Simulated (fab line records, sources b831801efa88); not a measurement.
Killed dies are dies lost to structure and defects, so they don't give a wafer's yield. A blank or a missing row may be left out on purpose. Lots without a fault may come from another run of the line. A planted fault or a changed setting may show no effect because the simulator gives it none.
fab line records | flow sfq_line
record lots=14 wafers=42 last_day=87
route steps=325 shown M3@125 R5@224
lots that met no fault: from a run of the same line without faults
start_h: hours from the record's first day to the start of the lot's first wafer shown | wait_h: hours since the lot's step before | " the same as in the row above | L1.1+2: a row that stands for several wafers | - no value, or no start given | * or withheld: withheld | < > ~ a bound
route shown NAME@n: a module of which the file shows steps, and the number in the route of the first | usual: mean/standard deviation of fault-free wafers | same: alike in all rows | chamber/n: place in a boat | sites: the reading at each site | _std_site: their standard deviation | _edge_site: outer sites' mean less inner sites' | radius_mm: how far each site lies from the wafer's centre | mask NAME#n: copy n | behind: the tool/chamber that last shaped the wafer | hold: why the lot was held/for how many hours/how that ended | device: the transistor (n, p or np) that didn't switch | end of line: the same wafers' tests at the end of the route | a step without rows: its recipe alone | killed: dies lost to structure and defects at the first sort, not the wafer's yield | map: a wafer's dies, x killed, . not, _ none there
set.NAME: the setting as run; set.NAME@STEP: as run at that earlier step | model.NAME: the simulator's own value behind a step, which no gauge read
steps of the route over a sample of lots; a table a step, a row a wafer
services: from which hour (start_h, from the record's first day; less than 0 if before it) a tool's chamber was out of use, for how many hours, and why
## steps
# step SFQ_TRILAYER_M3_LITHO_EXPOSE_076
# recipe mask_id=M3 na=0.6 source_shape=conventional sigma_outer=0.65 target_cd_nm=500 dose_mj=14.4
# usual exposure_dose_mJ_cm2=14.401/0.016 focus_offset_nm=0.0/0.56
# columns lot.wafer tool chamber start_h wait_h mask exposure_dose_mJ_cm2 focus_offset_nm
L103.2 krf_scanner-02 0 825.07 - M3#0 14.375 0.1
L103.4 " 0 " " M3#0 14.413 0.3
L103.5 " 0 " " M3#0 14.369 0.0
L105.2 krf_scanner-01 0 897.65 - M3#0 14.414 0.7
L105.4 " 0 " " M3#0 14.385 0.6
L105.5 " 0 " " M3#0 14.412 1.5
L107.3 krf_scanner-01 0 919.23 - M3#0 14.373 0.3
L107.5 " 0 " " M3#0 14.394 -0.1
L107.6 " 0 " " M3#0 14.384 0.4
L108.2 krf_scanner-01 0 928.63 - M3#0 14.352 -0.1
L108.4 " 0 " " M3#0 14.393 -0.4
L108.6 " 0 " " M3#0 14.397 -0.7
L110.1 krf_scanner-01 0 942.83 - M3#0 14.419 -0.1
L110.2 " 0 " " M3#0 14.407 -0.3
L110.3 " 0 " " M3#0 14.415 -0.6
L111.1 krf_scanner-01 - 946.43 - M3#0 - -
L111.3 " - " " M3#0 - -
L111.5 " - " " M3#0 - -
L112.2 krf_scanner-01 - 951.43 - M3#0 - -
L112.3 " - " " M3#0 - -
L112.5 " - " " M3#0 - -
L117.2 krf_scanner-01 0 1111.22 - M3#0 14.426 0.4
L117.3 " 0 " " M3#0 14.441 -0.1
L117.4 " 0 " " M3#0 14.423 -0.2
L120.2 krf_scanner-01 0 1114.82 - M3#0 14.398 -0.4
L120.4 " 0 " " M3#0 14.420 0.0
L120.6 " 0 " " M3#0 14.400 -0.5
L121.1 krf_scanner-01 0 1115.82 - M3#0 14.385 0.5
L121.2 " 0 " " M3#0 14.389 -0.2
L121.5 " 0 " " M3#0 14.397 0.3
L122.1 krf_scanner-01 0 1284.17 - M3#0 14.387 -0.2
L122.2 " 0 " " M3#0 14.400 0.0
L122.3 " 0 " " M3#0 14.393 -0.5
L123.2 krf_scanner-01 0 1286.77 - M3#0 14.400 0.9
L123.3 " 0 " " M3#0 14.411 0.2
L123.6 " 0 " " M3#0 14.403 0.8
L124.1 krf_scanner-01 0 1290.17 - M3#0 14.419 0.2
L124.2 " 0 " " M3#0 14.433 0.6
L124.3 " 0 " " M3#0 14.422 -0.4
L126.3 krf_scanner-01 0 1315.77 - M3#0 14.369 0.7
L126.5 " 0 " " M3#0 14.401 -0.1
L126.6 " 0 " " M3#0 14.366 0.4
# step SFQ_TRILAYER_R5_BARC_OPEN_METAL_ETCH_177
# recipe mask_material=PR chemistry=O2 target_depth_nm=125 target=BARC icp_w=600 bias_w=80 pressure_mtorr=10 time_s=41.7
# usual drypump_motor_current_A=5.9/0.31 oes_product_au=0.684/0.0048
# same time_s=41.7
# columns lot.wafer tool chamber start_h wait_h drypump_motor_current_A oes_product_au rf_hours_counter_h
L103.2 rie_metal-03 1 1200.77 0.0 6.1 0.680 135
L103.4 " 0 " " 5.6 0.692 -
L103.5 " 1 " " 6.1 0.685 -
L105.2 rie_metal-03 1 1203.17 0.0 6.1 0.689 135
L105.4 " 0 " " 5.6 0.687 -
L105.5 " 1 " " 6.1 0.681 -
L107.3 rie_metal-01 1 1206.64 0.0 5.9 0.678 -
L107.5 " 0 " " 5.6 0.673 -
L107.6 " 1 " " 5.9 0.684 -
L108.2 rie_metal-02 0 1207.82 0.0 5.6 0.684 112
L108.4 " 0 " " 5.6 0.681 -
L108.6 " 1 " " 6.5 0.688 -
L110.1 rie_metal-02 1 1374.98 0.0 6.5 0.684 18
L110.2 " 0 " " 5.6 0.689 140
L110.3 " 1 " " 6.5 0.680 -
L111.1 rie_metal-01 0 1514.55 0.0 5.7 0.688 1
L111.3 " 0 " " 5.7 0.674 -
L111.5 " 1 " " 6.0 0.684 -
L112.2 rie_metal-02 1 1517.55 0.0 6.5 0.684 42
L112.3 " 1 " " 6.5 0.674 -
L112.5 " 0 " " 5.6 0.685 -
L117.2 rie_metal-03 0 1533.95 0.0 5.6 0.684 56
L117.3 " 1 " " 6.1 0.686 -
L117.4 " 0 " " 5.6 0.687 -
L120.2 rie_metal-01 1 1645.74 0.0 6.0 0.685 121
L120.4 " 1 " " 5.9 0.689 -
L120.6 " 0 " " 5.7 0.689 -
L121.1 rie_metal-01 0 1649.34 0.0 5.7 0.686 15
L121.2 " 1 " " 6.0 0.678 122
L121.5 " 1 " " 5.9 0.682 -
L122.1 rie_metal-01 1 1674.54 0.0 6.0 0.681 123
L122.2 " 0 " " 5.6 0.678 16
L122.3 " 0 " " 5.7 0.691 -
L123.2 rie_metal-03 0 1678.14 0.0 5.6 0.689 72
L123.3 " 0 " " 5.6 0.683 -
L123.6 " 1 " " 6.1 0.682 -
L124.1 rie_metal-02 0 1680.54 0.0 5.6 0.683 35
L124.2 " 1 " " 6.5 0.682 60
L124.3 " 0 " " 5.6 0.685 -
L126.3 rie_metal-03 1 1886.53 0.0 6.1 0.685 -
L126.5 " 1 " " 6.1 0.691 -
L126.6 " 0 " " 5.6 0.690 -
## services
# columns tool chamber start_h hours kind
krf_scanner-01 - 813.57 1.0 pm
krf_scanner-01 - 879.62 1.3 pm
krf_scanner-01 - 908.25 0.8 pm
krf_scanner-01 - 982.43 1.0 pm
krf_scanner-01 - 1021.11 1.5 repair
krf_scanner-01 - 1056.16 1.3 pm
krf_scanner-01 - 1077.17 0.8 pm
krf_scanner-01 - 1123.03 0.2 repair
krf_scanner-01 - 1134.60 4.4 pm
krf_scanner-01 - 1150.98 1.0 pm
krf_scanner-01 - 1175.99 0.4 repair
krf_scanner-01 - 1196.03 0.3 repair
krf_scanner-01 - 1231.75 1.3 pm
krf_scanner-01 - 1245.18 0.8 pm
krf_scanner-01 - 1318.09 38.5 repair
krf_scanner-01 - 1356.61 1.0 pm
krf_scanner-01 - 1368.90 1.7 repair
krf_scanner-01 - 1379.05 0.8 pm
krf_scanner-01 - 1407.36 1.3 pm
krf_scanner-01 - 1413.84 0.8 pm
krf_scanner-01 - 1447.86 4.0 pm
krf_scanner-01 - 1478.45 0.2 repair
krf_scanner-01 - 1489.08 1.0 pm
krf_scanner-01 - 1537.56 139.0 repair
## key
first_sign step=SFQ_TRILAYER_M3_LITHO_EXPOSE_076 reading=tool_record direction=missing
effect none on later readings
met_at SFQ_TRILAYER_M3_LITHO_EXPOSE_076
struck_lots L111,L112
not_acting_at SFQ_TRILAYER_R5_BARC_OPEN_METAL_ETCH_177
onset_between 942.83 946.43
fault kind=skipped_step_whole tool=krf_scanner-01 chamber=- onset_h=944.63 steps=SFQ_TRILAYER_M3_LITHO_EXPOSE_076 scope=struck_lots_only
